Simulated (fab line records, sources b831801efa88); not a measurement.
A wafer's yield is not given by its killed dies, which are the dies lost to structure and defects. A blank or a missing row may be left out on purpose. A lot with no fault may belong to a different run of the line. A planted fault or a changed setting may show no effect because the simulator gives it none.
Matching of chambers :: flow sfq_line :: rie_diel-03 running SFQ_TRILAYER_I3_VIA_ETCH_VIA_ETCH_088: 4 sister chambers
The step etches SiO2 in CHF3, stops on Nb, target depth 260 nm. 4 wafers are shown with their chamber, then 6 later ones without.

## WAFERS, EACH WITH ITS CHAMBER
wafer: L250.3
chamber: 0
oes_product_au (a.u.): 0.846

wafer: L255.6
chamber: 2
oes_product_au (a.u.): 0.862

wafer: L259.1
chamber: 1
oes_product_au (a.u.): 0.856

wafer: L259.3
chamber: 3
oes_product_au (a.u.): 0.852

## WAFERS WITHOUT THEIR CHAMBER
wafer: L267.1
oes_product_au (a.u.): 0.859

wafer: L267.4
oes_product_au (a.u.): 0.856

wafer: L267.5
oes_product_au (a.u.): 0.850

wafer: L272.1
oes_product_au (a.u.): 0.852

wafer: L272.3
oes_product_au (a.u.): 0.857

wafer: L272.5
oes_product_au (a.u.): 0.852

## EACH ONE'S CHAMBER
wafer: L267.1
from the rows above: can't be placed: 1 or 2
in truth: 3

wafer: L267.4
from the rows above: 1
in truth: 1

wafer: L267.5
from the rows above: can't be placed: 3 or 0
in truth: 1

wafer: L272.1
from the rows above: 3
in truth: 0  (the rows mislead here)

wafer: L272.3
from the rows above: 1
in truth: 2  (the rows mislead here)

wafer: L272.5
from the rows above: 3
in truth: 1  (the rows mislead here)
Correctly placed: 1 of 6. Unplaceable from these rows: 2, with the true chamber sitting among the candidates in 0. Wrongly placed: 3.
How it was worked out, from the rows above alone: a wafer's distance from a chamber is the root of the sum, over the readings, of the square of ((its reading less the chamber's mean) divided by the reading's scatter). The wafer belongs to the nearest chamber; if the next one is less than 2 further off, it can't be placed. A chamber's mean is the mean of its shown wafers. The scatter: with one shown wafer a chamber, the root of the mean of the squares of how far each hidden wafer lies from its nearest shown one.
